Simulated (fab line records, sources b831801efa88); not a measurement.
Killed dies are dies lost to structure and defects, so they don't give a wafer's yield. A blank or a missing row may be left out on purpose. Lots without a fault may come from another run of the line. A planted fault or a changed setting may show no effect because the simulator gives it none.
fab line records | flow sky130
record lots=13 wafers=39 last_day=50
route steps=708 shown CAPM@549 METAL3@564 VIA3@581 PAD_OPEN@708
lots that met no fault: from a run of the same line without faults
start_h: hours from the record's first day to the start of the lot's first wafer shown | wait_h: hours since the lot's step before | " the same as in the row above | L1.1+2: a row that stands for several wafers | - no value, or no start given | * or withheld: withheld | < > ~ a bound
route shown NAME@n: a module of which the file shows steps, and the number in the route of the first | usual: mean/standard deviation of fault-free wafers | same: alike in all rows | chamber/n: place in a boat | sites: the reading at each site | _std_site: their standard deviation | _edge_site: outer sites' mean less inner sites' | radius_mm: how far each site lies from the wafer's centre | mask NAME#n: copy n | behind: the tool/chamber that last shaped the wafer | hold: why the lot was held/for how many hours/how that ended | device: the transistor (n, p or np) that didn't switch | end of line: the same wafers' tests at the end of the route | a step without rows: its recipe alone | killed: dies lost to structure and defects at the first sort, not the wafer's yield | map: a wafer's dies, x killed, . not, _ none there
set.NAME: the setting as run; set.NAME@STEP: as run at that earlier step | model.NAME: the simulator's own value behind a step, which no gauge read
steps of the route over a sample of lots; a table a step, a row a wafer
services: from which hour (start_h, from the record's first day; less than 0 if before it) a tool's chamber was out of use, for how many hours, and why
## steps
# step SKY_CAPM_OVL_MEAS_12
# usual CAPM_OVL=0.9/1.3
# columns lot.wafer tool chamber start_h wait_h CAPM_OVL[nm]
L154.1 overlay-02 - 908.53 0.1 1.0
L154.4 " - " " 2.0
L154.5 " - " " -0.3
L156.2 overlay-01 - 919.90 0.1 1.0
L156.5 " - " " 0.5
L156.6 " - " " 0.3
L158.2 overlay-02 - 931.11 0.1 1.7
L158.3 " - " " 2.1
L158.6 " - " " 1.8
L159.3 overlay-01 - 940.06 0.1 1.3
L159.5 " - " " 2.7
L159.6 " - " " 0.3
L160.1 overlay-02 - 944.75 0.1 0.0
L160.2 " - " " -0.2
L160.5 " - " " 1.3
L161.1 overlay-02 - 953.68 0.1 3.1
L161.4 " - " " 1.3
L161.5 " - " " 1.4
L163.2 overlay-02 - 961.51 0.1 -0.8
L163.4 " - " " 0.0
L163.6 " - " " 0.2
L164.1 overlay-01 - 968.43 0.1 2.3
L164.5 " - " " 3.4
L164.6 " - " " 2.5
L165.4 overlay-02 - 975.75 0.1 3.7
L165.5 " - " " 1.5
L165.6 " - " " 3.2
L166.1 overlay-01 - 994.53 0.1 0.3
L166.3 " - " " 1.4
L166.6 " - " " 1.1
L170.1 overlay-01 - 1005.55 0.1 -0.6
L170.3 " - " " 0.7
L170.4 " - " " -0.4
L171.3 overlay-02 - 1016.67 0.1 2.3
L171.5 " - " " 1.4
L171.6 " - " " 2.6
L173.2 overlay-01 - 1029.59 0.1 1.1
L173.3 " - " " 1.8
L173.5 " - " " 0.7
# step SKY_METAL3_OVL_MEAS_14
# usual METAL3_OVL=-2/5
# columns lot.wafer tool chamber start_h wait_h METAL3_OVL[nm]
L154.1 overlay-01 - 934.67 0.1 0
L154.4 " - " " -1
L154.5 " - " " 1
L156.2 overlay-02 - 947.16 0.1 -3
L156.5 " - " " -3
L156.6 " - " " -1
L158.2 overlay-02 - 958.28 0.1 2
L158.3 " - " " -2
L158.6 " - " " 5
L159.3 overlay-02 - 965.69 0.1 -4
L159.5 " - " " -3
L159.6 " - " " -9
L160.1 overlay-01 - 970.77 0.1 2
L160.2 " - " " -8
L160.5 " - " " 0
L161.1 overlay-01 - 979.45 0.1 2
L161.4 " - " " -1
L161.5 " - " " 9
L163.2 overlay-02 - 987.12 0.1 -6
L163.4 " - " " 2
L163.6 " - " " -9
L164.1 overlay-02 - 993.52 0.1 -5
L164.5 " - " " -6
L164.6 " - " " -3
L165.4 overlay-01 - 1000.84 0.1 -3
L165.5 " - " " -12
L165.6 " - " " -10
L166.1 overlay-02 - 1019.30 0.1 7
L166.3 " - " " -2
L166.6 " - " " -3
L170.1 overlay-02 - 1030.35 0.1 -4
L170.3 " - " " 11
L170.4 " - " " -1
L171.3 overlay-02 - 1040.26 0.1 -12
L171.5 " - " " -1
L171.6 " - " " -5
L173.2 overlay-01 - 1053.56 0.1 -1
L173.3 " - " " 7
L173.5 " - " " -2
# step SKY_VIA3_SOFTBAKE_08
# recipe temp_c=100 time_s=93.11 resist=KrF-thick
# usual plate_sensor_t_centre_C=100.88/0.01 plate_sensor_t_edge_C=100.95/0.01
# columns lot.wafer tool chamber start_h wait_h plate_sensor_t_centre_C plate_sensor_t_edge_C
L154.1 litho_track-03 0 - - 100.89 100.97
L154.4 " 0 " " 100.86 100.95
L154.5 " 0 " " 100.88 100.95
L156.2 litho_track-04 0 - - 100.87 100.93
L156.5 " 0 " " 100.89 100.95
L156.6 " 0 " " 100.87 100.96
L158.2 litho_track-03 0 - - 100.88 100.97
L158.3 " 0 " " 100.87 100.95
L158.6 " 0 " " 100.87 100.96
L159.3 litho_track-04 0 - - 100.88 100.96
L159.5 " 0 " " 100.88 100.96
L159.6 " 0 " " 100.88 100.97
L160.1 litho_track-04 0 - - 100.89 100.95
L160.2 " 0 " " 100.88 100.96
L160.5 " 0 " " 100.89 100.93
L161.1 litho_track-01 0 - - 100.90 100.94
L161.4 " 0 " " 100.86 100.96
L161.5 " 0 " " 100.87 100.96
L163.2 litho_track-04 0 - - 100.88 100.93
L163.4 " 0 " " 100.87 100.96
L163.6 " 0 " " 100.89 100.95
L164.1 litho_track-03 0 - - 100.88 100.94
L164.5 " 0 " " 100.89 100.97
L164.6 " 0 " " 100.90 100.96
L165.4 litho_track-03 0 - - 100.89 100.96
L165.5 " 0 " " 100.86 100.95
L165.6 " 0 " " 100.86 100.96
L166.1 litho_track-03 0 - - 100.86 100.94
L166.3 " 0 " " 100.88 100.94
L166.6 " 0 " " 100.90 100.95
L170.1 litho_track-03 0 - - 100.89 100.95
L170.3 " 0 " " 100.90 100.95
L170.4 " 0 " " 100.87 100.95
L171.3 litho_track-01 0 - - 100.88 100.95
L171.5 " 0 " " 100.89 100.96
L171.6 " 0 " " 100.88 100.95
L173.2 litho_track-01 0 - - 100.89 100.95
L173.3 " 0 " " 100.89 100.95
L173.5 " 0 " " 100.88 100.96
# step SKY_VIA3_CMP_24
# recipe stop_on=SiO2 t_overpolish_s=20 down_force_psi=3.5 platen_rpm=60 target_thk_nm=0 pad_velocity_m_s=0.94248
# usual motor_current_A=11.5/1.2 overpolish_run_s=20.000/0.0095 platen_rpm=60.00/0.042 time_to_endpoint_s=96/5.1
# columns lot.wafer tool chamber start_h wait_h motor_current_A overpolish_run_s platen_rpm time_to_endpoint_s
L154.4 cmp-01 2 962.46 0.0 10.2 19.997 60.04 96
L154.1 " 0 " " 12.6 20.006 60.01 92
L154.5 " 2 " " 10.2 19.997 59.99 96
L156.2 cmp-02 1 974.89 0.2 11.9 19.987 59.99 103
L156.6 " 2 " " 10.8 19.993 59.98 100
L156.5 " 3 " " 10.0 19.985 60.02 101
L158.3 cmp-01 1 985.76 0.0 13.8 20.003 60.00 90
L158.2 " 3 " " 10.3 20.011 60.01 92
L158.6 " 2 " " 10.6 20.014 59.93 99
L159.3 cmp-01 1 992.48 0.1 13.5 19.985 60.02 85
L159.5 " 0 " " 12.0 20.006 60.01 93
L159.6 " 1 " " 12.9 20.002 60.05 91
L160.1 cmp-01 1 997.62 0.1 13.7 19.999 60.04 89
L160.2 " 0 " " 12.5 19.999 60.05 88
L160.5 " 2 " " 10.5 20.003 59.94 93
L161.4 cmp-01 2 1006.42 0.1 10.5 19.995 60.00 95
L161.1 " 3 " " 10.7 20.007 60.09 87
L161.5 " 1 " " 13.0 19.999 60.02 86
L163.2 cmp-02 0 1014.02 0.0 12.4 20.019 60.00 100
L163.4 " 2 " " 10.7 19.994 59.99 97
L163.6 " 1 " " 12.2 20.009 59.95 96
L164.1 cmp-02 1 1020.01 0.1 12.0 20.007 60.03 94
L164.5 " 0 " " 11.7 19.980 60.11 99
L164.6 " 1 " " 11.5 19.987 60.02 99
L165.4 cmp-02 0 1026.76 0.2 12.1 19.990 60.00 102
L165.5 " 1 " " 12.4 19.997 60.01 98
L165.6 " 2 " " 10.8 19.997 60.00 95
L166.1 cmp-01 2 1045.67 0.1 10.3 19.999 60.04 97
L166.3 " 3 " " 10.1 19.997 60.03 92
L166.6 " 3 " " 10.4 19.983 60.01 91
L170.3 cmp-01 0 1056.81 0.1 13.2 20.001 59.99 94
L170.4 " 1 " " 13.3 20.001 59.92 89
L170.1 " 3 " " 10.2 19.996 60.02 91
L171.3 cmp-02 0 1065.12 0.0 11.8 19.995 53.97 118
L171.6 " 0 " " 12.2 20.014 54.06 118
L171.5 " 1 " " 12.3 20.000 59.96 101
L173.2 cmp-02 0 1078.75 0.0 12.7 20.030 53.99 114
L173.3 " 3 " " 10.0 20.010 60.01 102
L173.5 " 0 " " 11.8 19.983 54.01 111
# step SKY_PAD_OPEN_PROBE_99
# usual defect_limited_yield=82.5/2.2 killed_at_M0_to_M3=43/7.5 killed_at_M4_up=3.2/1.9 killed_at_contacts=24/5.6 killed_at_front_end=15/4.8 killed_at_other=0.2/0.54 killed_dies=86/11 killed_open=47/7.6 killed_short=39/7.1 sort_bin_3_pad_short=0.8/0.36 sort_bin_5_function=10.4/1.6 sort_bin_6_memory=6.3/1.3 sort_n_pass=406/11 sort_yield_pct=82.5/2.2
# same gross_dies=492 killed_at_back_side=0 sort_bin_4_leakage[%]=0 sort_bin_8_speed[%]=0
# columns lot.wafer tool chamber start_h wait_h defect_limited_yield[%] killed_at_M0_to_M3 killed_at_M4_up killed_at_contacts killed_at_front_end killed_at_other killed_dies killed_open killed_short sort_bin_3_pad_short[%] sort_bin_5_function[%] sort_bin_6_memory[%] sort_n_pass sort_yield_pct[%]
L154.1 prober-01 - 1108.38 0.1 83.3 51 1 19 11 0 82 44 38 1.0 12.4 3.3 410 83.3
L154.4 prober-01 - 1108.53 0.2 82.1 57 2 16 13 0 88 49 39 0.4 9.1 8.3 404 82.1
L154.5 prober-01 - 1108.58 0.2 84.3 37 4 26 10 0 77 49 28 0.4 9.6 5.7 415 84.3
L156.2 prober-01 - 1118.70 0.1 82.1 48 6 22 12 0 88 44 44 0.8 11.6 5.5 404 82.1
L156.5 prober-01 - 1118.85 0.2 82.7 42 1 24 17 1 85 44 41 1.0 8.7 7.5 407 82.7
L156.6 prober-01 - 1118.90 0.2 82.9 46 0 23 15 0 84 46 38 0.6 7.9 8.5 408 82.9
L158.2 prober-02 - 1127.85 0.1 85.0 35 3 26 10 0 74 40 34 0.4 7.9 6.7 418 85.0
L158.3 prober-02 - 1127.90 0.2 80.9 48 3 27 16 0 94 43 51 0.6 11.0 7.5 398 80.9
L158.6 prober-02 - 1128.05 0.2 82.7 41 3 24 17 0 85 46 39 0.2 12.6 4.5 407 82.7
L159.3 prober-01 - 1131.03 0.2 84.3 41 3 22 11 0 77 37 40 0.6 7.3 7.7 415 84.3
L159.5 prober-01 - 1131.13 0.2 83.5 38 5 20 16 2 81 40 41 0.8 8.7 6.9 411 83.5
L159.6 prober-01 - 1131.18 0.2 83.7 42 9 22 6 1 80 43 37 1.0 10.2 5.1 412 83.7
L160.1 prober-02 - 1137.71 0.1 82.7 45 6 20 14 0 85 51 34 0.6 9.6 7.1 407 82.7
L160.2 prober-02 - 1137.76 0.1 81.5 50 0 25 16 0 91 46 45 1.4 9.1 7.9 401 81.5
L160.5 prober-02 - 1137.91 0.2 80.7 45 4 27 19 0 95 54 41 1.2 11.0 7.1 397 80.7
L161.1 prober-01 - 1144.48 0.1 81.1 40 3 35 15 0 93 53 40 1.4 10.4 7.1 399 81.1
L161.4 prober-01 - 1144.63 0.2 82.9 45 3 21 15 0 84 44 40 0.8 10.6 5.7 408 82.9
L161.5 prober-01 - 1144.68 0.2 83.1 50 2 18 13 0 83 39 44 0.8 12.2 3.9 409 83.1
L163.2 prober-01 - 1150.70 0.1 81.3 65 2 17 8 0 92 48 44 0.4 12.2 6.1 400 81.3
L163.4 prober-01 - 1150.80 0.2 83.7 46 1 18 13 2 80 47 33 1.0 10.2 5.1 412 83.7
L163.6 prober-01 - 1150.90 0.2 82.9 41 5 24 14 0 84 46 38 0.2 11.0 5.9 408 82.9
L164.1 prober-02 - 1156.88 0.1 80.9 49 3 24 18 0 94 56 38 0.8 11.2 7.1 398 80.9
L164.5 prober-02 - 1157.08 0.2 79.3 50 8 20 24 0 102 51 51 1.4 12.4 6.9 390 79.3
L164.6 prober-02 - 1157.13 0.2 79.7 50 3 30 17 0 100 46 54 1.0 12.4 6.9 392 79.7
L165.4 prober-01 - 1161.36 0.2 83.1 37 4 27 15 0 83 50 33 0.4 8.7 7.7 409 83.1
L165.5 prober-01 - 1161.41 0.2 85.0 39 3 16 16 0 74 47 27 1.0 8.5 5.5 418 85.0
L165.6 prober-01 - 1161.46 0.2 84.3 28 2 32 15 0 77 45 32 0.6 10.4 4.7 415 84.3
L166.1 prober-01 - 1174.42 0.1 82.7 38 3 32 11 1 85 48 37 0 10.0 7.3 407 82.7
L166.3 prober-01 - 1174.52 0.2 82.1 46 3 23 16 0 88 38 50 0.6 11.2 6.1 404 82.1
L166.6 prober-01 - 1174.67 0.2 82.3 43 1 30 13 0 87 51 36 0.4 10.8 6.5 405 82.3
L170.1 prober-02 - 1185.30 0.1 78.0 67 5 19 17 0 108 56 52 1.6 12.8 7.5 384 78.0
L170.3 prober-02 - 1185.40 0.2 81.3 43 1 28 20 0 92 42 50 0.8 10.6 7.3 400 81.3
L170.4 prober-02 - 1185.45 0.2 82.3 46 4 21 16 0 87 52 35 0.4 10.0 7.3 405 82.3
L171.3 prober-01 - 1190.91 0.2 80.3 47 2 28 20 0 97 63 34 0.6 10.4 8.7 395 80.3
L171.5 prober-01 - 1191.01 0.2 79.3 48 2 34 17 1 102 52 50 1.4 11.8 7.5 390 79.3
L171.6 prober-01 - 1191.06 0.2 82.1 54 2 18 14 0 88 54 34 0.8 11.6 5.5 404 82.1
L173.2 prober-01 - 1201.20 0.1 85.4 40 2 17 13 0 72 33 39 1.0 8.3 5.3 420 85.4
L173.3 prober-01 - 1201.25 0.2 87.4 36 2 11 13 0 62 31 31 0.8 8.5 3.3 430 87.4
L173.5 prober-01 - 1201.35 0.2 85.4 37 2 13 20 0 72 41 31 0.8 9.3 4.5 420 85.4
# killed by level:class
L154.1 VIA2:geometric_particle:open=11 METAL2:geometric_particle:short=8 CONTACT:geometric_particle:open=8 VIA1:geometric_particle:short=8 LI_CONTACT:geometric_particle:open=6 VIA1:geometric_particle:open=6 VIA3:geometric_particle:open=6 METAL1:geometric_particle:short=4
L154.4 VIA1:geometric_particle:open=12 VIA2:geometric_particle:open=11 CONTACT:geometric_particle:open=9 METAL1:geometric_particle:short=8 VIA3:geometric_particle:open=8 VIA1:geometric_particle:short=6 METAL2:geometric_particle:short=5 FIELD_ISO:geometric_particle:short=4
L154.5 CONTACT:geometric_particle:open=10 VIA1:geometric_particle:open=10 VIA2:geometric_particle:open=9 LI_CONTACT:geometric_particle:open=6 VIA3:geometric_particle:open=5 POLY_GATE:geometric_particle:open=4 LOCAL_INTERCONNECT:geometric_particle:short=4 METAL1:geometric_particle:short=4
L156.2 VIA1:geometric_particle:open=10 CONTACT:geometric_particle:open=7 VIA3:geometric_particle:open=7 METAL3:geometric_particle:short=7 LI_CONTACT:geometric_particle:open=6 FIELD_ISO:geometric_particle:short=5 VIA2:geometric_particle:open=5 METAL4:geometric_particle:short=5
L156.5 VIA1:geometric_particle:open=13 CONTACT:geometric_particle:open=7 VIA3:geometric_particle:open=6 POLY_GATE:geometric_particle:open=6 LI_CONTACT:geometric_particle:open=6 LOCAL_INTERCONNECT:geometric_particle:short=6 METAL2:geometric_particle:short=6 FIELD_ISO:geometric_particle:short=4
L156.6 VIA1:geometric_particle:open=14 CONTACT:geometric_particle:open=9 CONTACT:geometric_particle:short=7 VIA1:geometric_particle:short=7 METAL3:geometric_particle:short=7 POLY_GATE:geometric_particle:open=5 LI_CONTACT:geometric_particle:open=5 VIA3:geometric_particle:open=4
L158.2 VIA1:geometric_particle:open=9 CONTACT:geometric_particle:open=8 LI_CONTACT:geometric_particle:open=7 CONTACT:geometric_particle:short=6 VIA2:geometric_particle:short=5 VIA3:geometric_particle:open=4 VIA2:geometric_particle:open=4 VIA1:geometric_particle:short=3
L158.3 CONTACT:geometric_particle:open=10 VIA1:geometric_particle:short=9 LI_CONTACT:geometric_particle:open=9 VIA3:geometric_particle:open=9 METAL2:geometric_particle:short=7 FIELD_ISO:geometric_particle:short=6 VIA1:geometric_particle:open=6 CONTACT:geometric_particle:short=5
L158.6 VIA1:geometric_particle:open=9 VIA2:geometric_particle:open=8 LI_CONTACT:geometric_particle:open=6 CONTACT:geometric_particle:short=6 FIELD_ISO:geometric_particle:short=5 VIA1:geometric_particle:short=5 POLY_GATE:geometric_particle:open=5 VIA2:geometric_particle:short=5
L159.3 CONTACT:geometric_particle:open=10 VIA3:geometric_particle:open=8 VIA1:geometric_particle:open=8 METAL2:geometric_particle:short=5 METAL3:geometric_particle:short=5 METAL1:geometric_particle:short=4 POLY_GATE:geometric_particle:short=4 LI_CONTACT:geometric_particle:open=4
L159.5 VIA3:geometric_particle:open=8 METAL3:geometric_particle:short=6 LI_CONTACT:geometric_particle:open=6 VIA1:geometric_particle:open=6 FIELD_ISO:geometric_particle:short=5 CONTACT:geometric_particle:short=5 VIA1:geometric_particle:short=5 CONTACT:geometric_particle:open=5
L159.6 VIA1:geometric_particle:open=10 LI_CONTACT:geometric_particle:open=8 CONTACT:geometric_particle:open=6 VIA3:geometric_particle:short=6 VIA3:geometric_particle:open=6 METAL4:geometric_particle:short=6 METAL2:geometric_particle:short=5 METAL1:geometric_particle:short=4
L160.1 VIA1:geometric_particle:open=12 CONTACT:geometric_particle:open=10 VIA3:geometric_particle:open=8 LI_CONTACT:geometric_particle:open=6 VIA1:geometric_particle:short=5 VIA2:geometric_particle:short=5 POLY_GATE:geometric_particle:short=4 METAL1:geometric_particle:short=4
L160.2 VIA1:geometric_particle:open=12 CONTACT:geometric_particle:open=9 VIA3:geometric_particle:open=7 CONTACT:geometric_particle:short=6 METAL3:geometric_particle:short=6 FIELD_ISO:geometric_particle:short=5 METAL1:geometric_particle:short=5 VIA1:geometric_particle:short=5
L160.5 VIA1:geometric_particle:open=15 LI_CONTACT:geometric_particle:open=9 POLY_GATE:geometric_particle:open=6 LOCAL_INTERCONNECT:geometric_particle:short=6 CONTACT:geometric_particle:open=6 METAL1:geometric_particle:short=5 VIA3:geometric_particle:open=5 METAL2:geometric_particle:short=5
L161.1 CONTACT:geometric_particle:open=15 VIA3:geometric_particle:open=8 VIA1:geometric_particle:open=7 LOCAL_INTERCONNECT:geometric_particle:short=6 CONTACT:geometric_particle:short=6 METAL1:geometric_particle:short=6 FIELD_ISO:geometric_particle:open=5 LI_CONTACT:geometric_particle:short=4
L161.4 VIA1:geometric_particle:open=11 LI_CONTACT:geometric_particle:open=8 METAL2:geometric_particle:short=8 VIA3:geometric_particle:open=8 VIA1:geometric_particle:short=6 CONTACT:geometric_particle:short=6 CONTACT:geometric_particle:open=5 METAL1:geometric_particle:short=5
L161.5 VIA1:geometric_particle:open=8 METAL1:geometric_particle:short=7 METAL2:geometric_particle:short=7 LOCAL_INTERCONNECT:geometric_particle:short=6 VIA2:geometric_particle:open=6 VIA3:geometric_particle:open=6 LI_CONTACT:geometric_particle:open=5 CONTACT:geometric_particle:open=5
L163.2 VIA1:geometric_particle:open=16 METAL2:geometric_particle:short=9 METAL1:geometric_particle:short=8 VIA3:geometric_particle:open=7 VIA2:geometric_particle:open=7 LI_CONTACT:geometric_particle:open=6 CONTACT:geometric_particle:open=6 VIA1:geometric_particle:short=4
L163.4 CONTACT:geometric_particle:open=9 VIA3:geometric_particle:open=9 VIA1:geometric_particle:open=8 METAL1:geometric_particle:short=7 VIA1:geometric_particle:short=6 FIELD_ISO:geometric_particle:open=5 METAL2:geometric_particle:short=4 VIA2:geometric_particle:open=4
L163.6 VIA1:geometric_particle:open=9 LI_CONTACT:geometric_particle:open=8 VIA2:geometric_particle:open=6 VIA1:geometric_particle:short=5 METAL1:geometric_particle:short=4 LOCAL_INTERCONNECT:geometric_particle:short=4 CONTACT:geometric_particle:open=4 VIA3:geometric_particle:open=4
L164.1 METAL1:geometric_particle:short=11 VIA1:geometric_particle:open=11 CONTACT:geometric_particle:open=9 LI_CONTACT:geometric_particle:open=8 VIA3:geometric_particle:open=6 FIELD_ISO:geometric_particle:open=5 METAL2:geometric_particle:short=5 VIA2:geometric_particle:open=5
L164.5 VIA1:geometric_particle:open=12 FIELD_ISO:geometric_particle:open=8 METAL2:geometric_particle:short=8 VIA3:geometric_particle:open=8 FIELD_ISO:geometric_particle:short=6 POLY_GATE:geometric_particle:short=6 CONTACT:geometric_particle:open=6 METAL3:geometric_particle:short=5
L164.6 METAL2:geometric_particle:short=9 VIA3:geometric_particle:open=9 VIA1:geometric_particle:open=8 CONTACT:geometric_particle:open=7 METAL1:geometric_particle:short=7 FIELD_ISO:geometric_particle:open=6 LI_CONTACT:geometric_particle:open=6 CONTACT:geometric_particle:short=6
L165.4 LI_CONTACT:geometric_particle:open=10 VIA1:geometric_particle:open=9 VIA2:geometric_particle:open=7 CONTACT:geometric_particle:open=7 VIA3:geometric_particle:open=7 FIELD_ISO:geometric_particle:short=6 METAL1:geometric_particle:short=6 METAL4:geometric_particle:short=4
L165.5 VIA1:geometric_particle:open=19 POLY_GATE:geometric_particle:open=7 VIA2:geometric_particle:open=6 CONTACT:geometric_particle:open=5 CONTACT:geometric_particle:short=4 METAL1:geometric_particle:short=4 LOCAL_INTERCONNECT:geometric_particle:short=3 VIA2:geometric_particle:short=3
L165.6 CONTACT:geometric_particle:open=12 CONTACT:geometric_particle:short=6 LI_CONTACT:geometric_particle:open=6 FIELD_ISO:geometric_particle:open=5 POLY_GATE:geometric_particle:short=5 POLY_GATE:geometric_particle:open=4 LI_CONTACT:geometric_particle:short=4 METAL1:geometric_particle:short=4
L166.1 LI_CONTACT:geometric_particle:open=9 CONTACT:geometric_particle:open=9 CONTACT:geometric_particle:short=7 VIA2:geometric_particle:open=7 VIA1:geometric_particle:open=6 METAL2:geometric_particle:short=5 FIELD_ISO:geometric_particle:open=4 METAL1:geometric_particle:short=4
L166.3 FIELD_ISO:geometric_particle:short=9 CONTACT:geometric_particle:open=8 VIA1:geometric_particle:open=8 METAL2:geometric_particle:short=7 CONTACT:geometric_particle:short=6 VIA2:geometric_particle:open=6 VIA3:geometric_particle:short=5 METAL1:geometric_particle:short=4
L166.6 LI_CONTACT:geometric_particle:open=9 VIA1:geometric_particle:short=9 VIA1:geometric_particle:open=8 FIELD_ISO:geometric_particle:open=7 CONTACT:geometric_particle:open=7 VIA2:geometric_particle:open=7 CONTACT:geometric_particle:short=6 VIA3:geometric_particle:open=5
L170.1 VIA1:geometric_particle:open=15 VIA2:geometric_particle:open=9 METAL2:geometric_particle:short=9 FIELD_ISO:geometric_particle:short=7 VIA3:geometric_particle:short=6 CONTACT:geometric_particle:open=6 METAL1:geometric_particle:short=6 LI_CONTACT:geometric_particle:open=5
L170.3 VIA1:geometric_particle:open=10 CONTACT:geometric_particle:open=7 LI_CONTACT:geometric_particle:open=6 CONTACT:geometric_particle:short=6 VIA2:geometric_particle:short=6 VIA2:geometric_particle:open=6 FIELD_ISO:geometric_particle:open=5 LOCAL_INTERCONNECT:geometric_particle:short=5
L170.4 VIA1:geometric_particle:open=12 LI_CONTACT:geometric_particle:open=8 CONTACT:geometric_particle:open=7 METAL2:geometric_particle:short=7 VIA3:geometric_particle:open=6 VIA2:geometric_particle:short=5 VIA2:geometric_particle:open=5 SPACER:geometric_particle:open=4
L171.3 CONTACT:geometric_particle:open=11 LI_CONTACT:geometric_particle:open=10 VIA2:geometric_particle:open=10 VIA1:geometric_particle:open=10 FIELD_ISO:geometric_particle:open=7 METAL2:geometric_particle:short=7 VIA3:geometric_particle:open=7 FIELD_ISO:geometric_particle:short=6
L171.5 CONTACT:geometric_particle:open=14 VIA3:geometric_particle:open=11 LI_CONTACT:geometric_particle:open=9 VIA1:geometric_particle:short=8 METAL2:geometric_particle:short=6 FIELD_ISO:geometric_particle:short=5 CONTACT:geometric_particle:short=5 VIA1:geometric_particle:open=5
L171.6 VIA1:geometric_particle:open=19 VIA3:geometric_particle:open=6 LI_CONTACT:geometric_particle:open=5 VIA1:geometric_particle:short=5 FIELD_ISO:geometric_particle:open=4 LOCAL_INTERCONNECT:geometric_particle:short=4 CONTACT:geometric_particle:open=4 METAL1:geometric_particle:short=4
L173.2 VIA1:geometric_particle:open=12 METAL1:geometric_particle:short=7 CONTACT:geometric_particle:open=6 FIELD_ISO:geometric_particle:short=5 POLY_GATE:geometric_particle:open=4 LOCAL_INTERCONNECT:geometric_particle:short=4 CONTACT:geometric_particle:short=4 VIA2:geometric_particle:short=4
L173.3 VIA2:geometric_particle:open=8 FIELD_ISO:geometric_particle:short=5 VIA1:geometric_particle:open=5 METAL2:geometric_particle:short=5 FIELD_ISO:geometric_particle:open=4 VIA1:geometric_particle:short=4 VIA3:geometric_particle:open=4 POLY_GATE:geometric_particle:short=3
L173.5 FIELD_ISO:geometric_particle:open=8 VIA1:geometric_particle:open=7 VIA3:geometric_particle:open=7 LI_CONTACT:geometric_particle:open=5 METAL2:geometric_particle:short=5 VIA2:geometric_particle:open=5 CONTACT:geometric_particle:short=4 VIA2:geometric_particle:short=4
## services
# columns tool chamber start_h hours kind
cmp-01 - 928.40 1.4 repair
cmp-02 - 928.72 2.0 repair
cmp-01 - 929.55 0.9 repair
cmp-02 - 960.62 4.5 repair
cmp-02 - 999.46 1.2 repair
cmp-02 - 1063.77 0.3 repair
cmp-01 - 1066.94 6.1 repair
## key
first_sign step=SKY_VIA3_CMP_24 reading=platen_rpm direction=down sigmas=99+ usual=60.00 struck=54.01
effect step=SKY_VIA3_CMP_24 reading=time_to_endpoint_s direction=up sigmas=3.7 usual=* struck=*
met_at SKY_VIA3_CMP_24
struck_lots L171,L173
struck_wafers L171.3,L171.6,L173.2,L173.5
not_acting_at SKY_CAPM_OVL_MEAS_12,SKY_METAL3_OVL_MEAS_14,SKY_VIA3_SOFTBAKE_08
onset_between 1026.76 1065.12
fault kind=process_parameter_drift tool=cmp-02 chamber=0 onset_h=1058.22 steps=SKY_VIA3_CMP_24 channel=platen_rpm offset=-6 shape=step end_h=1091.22 acts_in=these_recipes_only stated=60
